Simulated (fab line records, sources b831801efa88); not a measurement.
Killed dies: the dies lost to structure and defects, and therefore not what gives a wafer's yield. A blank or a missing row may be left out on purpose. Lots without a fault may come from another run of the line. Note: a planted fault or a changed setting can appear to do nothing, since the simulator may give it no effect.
A lot that was struck, set against a sound lot :: flow sky130 :: 15 steps out of a route of 708
Sound: wafers L922.1, L922.2, L922.6. Wafers L928.3, L928.4, L928.5 were the ones struck. The cause comes at the end.
Order at every step that has rows: each side's tool, ch and its chambers, its first start. Under that, the readings that differ: sound wafers :: struck wafers :: difference of the means :: sigmas: that difference in standard deviations of wafers without a fault.
alike: readings whose means differ by less than 2 such deviations, and words and numbers that are the same on both sides. not compared: withheld readings, readings that some wafer has no value for, bounds like >300 that may hide the same value, and numbers for which the record gives no deviation and whose values overlap.
A row with sigmas, a row that says differs or no value, or rows on one side alone: a step with any of these is where the two part. Numbers that don't overlap but have no deviation are shown without sigmas and don't part them. A reading missing from all wafers of one side parts the sides only when that side holds two or more wafers.

first, 2 steps without rows for these wafers: SKY_LOCAL_INTERCONNECT_CLEAN_17 (cleans in IPA, time 180 s); SKY_LOCAL_INTERCONNECT_CLEAN_18 (cleans in O3/DIW).
SKY_CONTACT_CVD_00: deposits Si3N4, target thk 75 nm.
  sound on pecvd-04 ch 0,1,2, day 32 05:34; struck on pecvd-02 ch 0,2, day 34 06:05
  alike: heaterPowerW
SKY_CONTACT_THK_MEAS_01:
  sound on filmMetro-01, day 32 05:36; struck on filmMetro-01, day 34 06:08
  alike: CONTACT_CVD_00_THK
then, 1 step without rows for these wafers: SKY_CONTACT_HDPCVD_02 (deposits SiO2, target thk 565 nm, time 94.2 s).
SKY_CONTACT_THK_MEAS_03:
  sound on filmMetro-02, day 32 05:44; struck on filmMetro-01, day 34 06:16
  alike: CONTACT_HDPCVD_THK
SKY_CONTACT_CMP_04: polishes SiO2.
  sound on cmp-02 ch 0,1,2, day 32 05:50; struck on cmp-01 ch 0,1,2, day 34 06:25
  alike: motorCurrentA, timeToEndpointS
SKY_CONTACT_BOW_MEAS_05:
  sound on filmMetro-03, day 32 06:05; struck on filmMetro-01, day 34 06:39
  alike: CONTACT_BOW
then, 4 steps without rows for these wafers: SKY_CONTACT_DEHYDRATE_06 (time 60 s); SKY_CONTACT_HMDS_07 (prime time 60 s); SKY_CONTACT_COAT_08 (resist thk 60 nm); SKY_CONTACT_COAT_09 (resist thk 450 nm).
SKY_CONTACT_SOFTBAKE_10: time 90 s.
  sound on lithoTrack-01 ch 0, day 32 19:00; struck on lithoTrack-01 ch 0, day 34 20:00
reading: heaterPowerTotalW (W)
sound: 57.45 57.44 57.25
struck: 59.95 59.92 59.84
difference: +2.52
sigmas: +23

reading: plateTempC (C)
sound: 100.09 100.04 100.15
struck: 103.05 102.89 102.97
difference: +2.88
sigmas: +22
then, 1 step without rows for these wafers: SKY_CONTACT_EXPOSE_11 (exposes mask CTM1, target cd 170 nm).
-- the record jumps here: 14 days lie between the struck wafers' starts before and after (it left off in module CONTACT and takes up again in module PAD_OPEN, whose first step shown is number 708 of the route) --
SKY_PAD_OPEN_PROBE_99:
  the record has rows for the struck wafers here (prober-02, day 48 15:29) and none for the sound ones

WHERE THEY PART
Last at SKY_PAD_OPEN_PROBE_99 as far as this record goes, first at SKY_CONTACT_SOFTBAKE_10.

WHY: what the simulator had put in
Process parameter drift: lithoTrack-01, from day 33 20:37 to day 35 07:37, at SKY_CONTACT_SOFTBAKE_10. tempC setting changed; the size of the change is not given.
